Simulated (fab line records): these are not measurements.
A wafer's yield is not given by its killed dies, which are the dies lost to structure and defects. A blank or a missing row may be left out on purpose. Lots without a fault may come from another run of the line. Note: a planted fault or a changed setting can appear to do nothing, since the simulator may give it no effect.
A lot that was struck, set against a sound lot | flow sky130 | 15 out of 708 route steps
Sound: these wafers, L104.3, L104.4, L104.5. Struck: wafer L996.4. (L996.1, L996.2 of the same lot were not struck and are left out.) The cause comes at the end.
For every step that has rows: the tool of each side, followed by ch and its chambers, followed by its first start. Under that, the readings that differ: sound wafers | struck wafers | difference of the means | sigmas: that difference in standard deviations of wafers without a fault.
alike: a reading whose means differ by less than 2 such deviations, as well as words and numbers matching on both sides. not compared: withheld readings; readings where some wafer has no value; bounds like >300 that might hide an equal value; numbers whose values overlap and for which the record gives no deviation.
Wherever a step has rows on one side only, a row that says differs or no value, or a row with sigmas, the two part there. When numbers do not overlap yet have no deviation, they are printed without sigmas and do not part them. A reading that every wafer of one side lacks parts them only if that side has two wafers or more.

SKY_METAL1_STRIP_20: strips in O2/N2.
  sound on plasma asher-01 ch 0,1, day 38 17:34; struck on plasma asher-01 ch 1, day 36 03:02
  alike: drypump motor current A, oes product au, strip time to endpoint s
  not compared: rf hours counter h
then, 4 steps without rows for these wafers: SKY_METAL1_STRIP_21 (strips in post etch residue remover, time 1200 s); SKY_METAL1_CLEAN_22 (cleans in IPA, time 180 s); SKY_METAL1_CLEAN_23 (cleans in O3/DIW); SKY_VIA1_HDPCVD_00 (deposits SiO2, target thk 1030 nm, time 171.7 s).
SKY_VIA1_THK_MEAS_01:
  sound on film metro-03, day 38 18:36; struck on film metro-03, day 36 03:44
  alike: VIA1_HDPCVD_THK
SKY_VIA1_CMP_02: polishes SiO2.
  sound on cmp-02 ch 0,1,2, day 38 18:41; struck on cmp-02 ch 1, day 36 03:50
  alike: motor current A
SKY_VIA1_BOW_MEAS_03:
  sound on film metro-03, day 38 18:59; struck on film metro-03, day 36 04:05
  alike: VIA1_BOW
then, 4 steps without rows for these wafers: SKY_VIA1_DEHYDRATE_04 (time 60 s); SKY_VIA1_HMDS_05 (prime time 60 s); SKY_VIA1_COAT_06 (resist thk 60 nm); SKY_VIA1_COAT_07 (resist thk 450 nm).
SKY_VIA1_SOFTBAKE_08: time 90 s.
  sound on litho track-01 ch 0, day 39 07:00; struck on litho track-03 ch 0, day 36 16:00
  reading                  | sound                | struck | difference | sigmas
  heater power total W (W) | 57.43 57.33 57.38    | 63.01  | +5.63      | +51
  run length s (s)         | 119.25 119.13 119.36 | 96.96  | -22.29     | -99 or more
then, 1 step without rows for these wafers: SKY_VIA1_EXPOSE_09 (exposes mask VIM, target cd 150 nm).
-- the record jumps here: 12 days lie between the struck wafers' starts before and after (it left off in module VIA1 and takes up again in module PAD_OPEN, whose first step shown is number 708 of the route) --
SKY_PAD_OPEN_PROBE_99:
  sound on prober-01, day 50 05:25; struck on prober-01, day 48 12:36
  reading             | sound    | struck | difference | sigmas
  killed at front end | 19 18 24 | 9      | -11        | -2
  alike: defect limited yield, killed_at_M0_to_M3, killed_at_M4_up, killed at contacts, killed at other, killed dies, killed open, killed short, sort_bin_3_pad_short, sort_bin_5_function, sort_bin_6_memory, sort n pass, sort yield pct

== WHERE THEY PART ==
First at SKY_VIA1_SOFTBAKE_08; last, within this record, at SKY_PAD_OPEN_PROBE_99.

WHY: what had been put in by the simulator
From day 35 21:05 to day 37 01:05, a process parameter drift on litho track-03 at SKY_VIA1_SOFTBAKE_08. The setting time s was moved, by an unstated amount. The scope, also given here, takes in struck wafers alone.
